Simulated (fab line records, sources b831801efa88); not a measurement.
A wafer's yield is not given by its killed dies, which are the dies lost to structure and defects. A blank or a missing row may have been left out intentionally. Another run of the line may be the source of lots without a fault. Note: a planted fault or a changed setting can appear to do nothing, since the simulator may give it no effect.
Chamber matching ; flow gf180mcu ; GF_SAB_CVD_00 on pecvd-01: 3 sister chambers
The step deposits SiO2 from TEOS, target thk 50 nm, time 4.9302 s. 6 wafers are shown with their chamber, then 7 later ones without.

== WAFERS WITH THEIR CHAMBER ==
wafer;chamber;heater power w (W)
L074.4;1;702
L077.3;1;729
L085.3;0;694
L085.6;2;688
L088.1;2;595
L088.3;0;622

== WAFERS MISSING THEIR CHAMBER ==
wafer;heater power w (W)
L088.6;626
L090.1;721
L090.4;709
L090.5;731
L095.1;669
L095.3;657
L095.4;663

== THE CHAMBER EACH PASSED THROUGH ==
wafer;from the rows above;in truth
L088.6;can't be placed: 2 or 0 or 1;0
L090.1;can't be placed: 1 or 0 or 2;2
L090.4;can't be placed: 1 or 0 or 2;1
L090.5;can't be placed: 1 or 0 or 2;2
L095.1;can't be placed: 0 or 2 or 1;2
L095.3;can't be placed: 0 or 2 or 1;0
L095.4;can't be placed: 0 or 2 or 1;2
0 of 7 placed correctly. Cannot be placed on the basis of these rows: 7; the candidates contain the true chamber in 7. Placed wrongly: 0.
How it was worked out, from the rows above alone: a wafer's distance from a chamber is the root of the sum, over the readings, of the square of ((its reading less the chamber's mean) divided by the reading's scatter). The wafer belongs to the nearest chamber; if the next one is less than 2 further off, it can't be placed. Each chamber's mean is taken over the wafers shown for it. The scatter is the square root of a quotient: the sum, over the shown wafers, of each reading's squared deviation from its chamber's mean, divided by wafers minus chambers.
